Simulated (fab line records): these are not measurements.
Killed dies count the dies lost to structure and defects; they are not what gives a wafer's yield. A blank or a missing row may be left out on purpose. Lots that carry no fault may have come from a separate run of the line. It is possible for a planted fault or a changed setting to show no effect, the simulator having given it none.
Problem report, 8D (eight disciplines) form, completed by code :: flow sky130 :: the parts of the form that need people (team, actions taken, sign-off) are left out

== 1. WHAT IS WRONG ==
cdNm at SKY_FIELD_ISO_CD_MEAS_13 reads a mean of 84.9 nm on 3 wafers of 3 lots; wafers without a fault read 150.0 nm with a standard deviation of 1.4. Measured from the usual mean, that is -46 standard deviations.
The step: target cd 150 nm.
First seen on wafer L760.1, day 3 23:35, on cdSem-02. Wafers with a number at this step in the record: 37, from 14 lots. Rule for "out" (also "out of limits"): further than 4 standard deviations from the usual mean. The rest of the wafers with a number are treated as sound.

== 2. WHAT IT IS AND WHAT IT IS NOT ==
question: which readings at this step
is: cdNm
is not: -

question: which lots
is: L760, L762, L763
is not: L752, L753, L754, L756, L761, L765, L767, L768, L770, L774, L775

question: which wafers of those lots
is: L760.1, L762.1, L763.3
is not: L763.2

question: read on which gauges
is: cdSem-01, cdSem-02
is not: -

question: when
is: from day 3 23:35
is not: up to then (12 sound wafers); but 22 sound wafers of L761, L763, L765, L767, L768, L770, L774, L775 came after

== 3. THE SUSPECTS, EACH WITH WHAT RULES IT OUT ==
Counting: if a tool at a process step up to the reading ran every lot that is out, it stays a suspect. Sound lots after the first of them don't rule it out here, since some wafers of a struck lot are sound.
- the gauge at SKY_FIELD_ISO_CD_MEAS_13 has been ruled out. Those wafers that are out were read across 2 gauges (cdSem-01, cdSem-02).
- krfScanner-02 at SKY_FIELD_ISO_EXPOSE_10 (exposes mask FOM, target cd 150 nm): kept. It processed each lot that is out (first: L760, day 3 16:08); up to then, its last sound lot is L754 (day 2 10:58).
The count leaves krfScanner-02 at SKY_FIELD_ISO_EXPOSE_10.

== 4. THE CAUSE (what the simulator had put in) ==
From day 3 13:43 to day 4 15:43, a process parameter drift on krfScanner-02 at SKY_FIELD_ISO_EXPOSE_10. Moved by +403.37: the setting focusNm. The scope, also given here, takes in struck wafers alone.
After counting, this tool was the only one left.

== 5. THE CHAIN OF EFFECTS, in route order ==
Each row: a reading where the mean over the struck wafers with a number is more than 3 standard deviations away from the usual. Readings are gone through only where the record gives a usual standard deviation; hours: the median, over the lots, of the time from a lot's start at the first step in this table giving one to that lot's start at this step; sigmas: the change measured in usual standard deviations.
hours: 0
step: SKY_FIELD_ISO_CD_MEAS_13
reading: cdNm
usual: 150.0 nm
on struck wafers: 84.9
change: -65.1
sigmas: -46

hours: 1051
step: SKY_PAD_OPEN_PROBE_99
reading: killedAtFrontEnd
usual: 16
on struck wafers: 419
change: +403
sigmas: +88

hours: 1051
step: SKY_PAD_OPEN_PROBE_99
reading: killedDies
usual: 87
on struck wafers: 492
change: +405
sigmas: +46

hours: 1051
step: SKY_PAD_OPEN_PROBE_99
reading: killedOnRim
usual: 18
on struck wafers: 96
change: +78
sigmas: +22
It contains these process steps:
- SKY_PAD_OPEN_PROBE_99

== 6. WHAT WOULD HAVE CAUGHT IT SOONER ==
In this record the first reading out of limits at a measuring or inspecting step was taken at day 3 23:35, 10 hours after the fault began at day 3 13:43.
Lots out: 3; of these, L762, L763 started SKY_FIELD_ISO_EXPOSE_10 on krfScanner-02 after day 3 23:35. A hold on the tool at that time would have spared those 2.
